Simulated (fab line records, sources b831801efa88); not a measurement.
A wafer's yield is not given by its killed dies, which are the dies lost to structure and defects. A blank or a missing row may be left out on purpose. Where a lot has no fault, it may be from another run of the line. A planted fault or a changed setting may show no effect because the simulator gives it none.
Which tool is to blame? | flow sky130 | 18 wafers from 6 lots sampled at 2 of the route's 708 steps

## WHAT EACH GAUGE READ, for each wafer
SKY_SONOS_ONO_THK_MEAS_01.
lot  | measured     | on            | SONOS_ONO_OXIDATION_THK (nm)
L609 | day 12 20:56 | film-metro-02 | 2.65 2.62 2.72
L613 | day 13 21:48 | film-metro-03 | 2.53 2.58 2.62
L618 | day 15 11:39 | film-metro-02 | 2.61 2.72 2.69
L620 | day 16 05:32 | film-metro-02 | 2.55 2.59 2.63
L622 | day 16 20:10 | film-metro-03 | 2.51 2.52 2.56
L624 | day 17 09:41 | film-metro-02 | 2.66 2.62 2.61

## EACH LOT AND THE TOOL THAT RAN IT (in order: tool; ch and the chambers of the sampled wafers; start)
lot  | SKY_NWELL_EXPOSE_20
L609 | iline-stepper-02 ch 0, day 5 23:22
L613 | iline-stepper-02 ch 0, day 6 17:52
L618 | iline-stepper-02 ch 0, day 7 22:29
L620 | iline-stepper-01 ch 0, day 8 10:34
L622 | iline-stepper-01 ch 0, day 8 20:30
L624 | iline-stepper-02 ch 0, day 9 09:39
- SKY_NWELL_EXPOSE_20: exposes mask NWM COMPLEMENT, target cd 840 nm.

## THE ANSWER, worked out from the rows above alone
Rule: the usual values come from the lots themselves. The widest of any qualifying gaps counts: lots, ordered by their means at a reading, are off when they make up no more than a third of the lots, leave a main group of 4 or more, and stand apart from it by 3 or more times the standard deviation of that group's means. Not used: any main group whose means are identical at the precision the tables above print for the reading. Also off: a lot with no number at a reading for which 4 or more lots have one. Any other lot the step has rows for is counted as sound.
Nothing can be told from this: no lot is off at any reading shown.

## WHAT HAD BEEN PUT IN BY THE SIMULATOR
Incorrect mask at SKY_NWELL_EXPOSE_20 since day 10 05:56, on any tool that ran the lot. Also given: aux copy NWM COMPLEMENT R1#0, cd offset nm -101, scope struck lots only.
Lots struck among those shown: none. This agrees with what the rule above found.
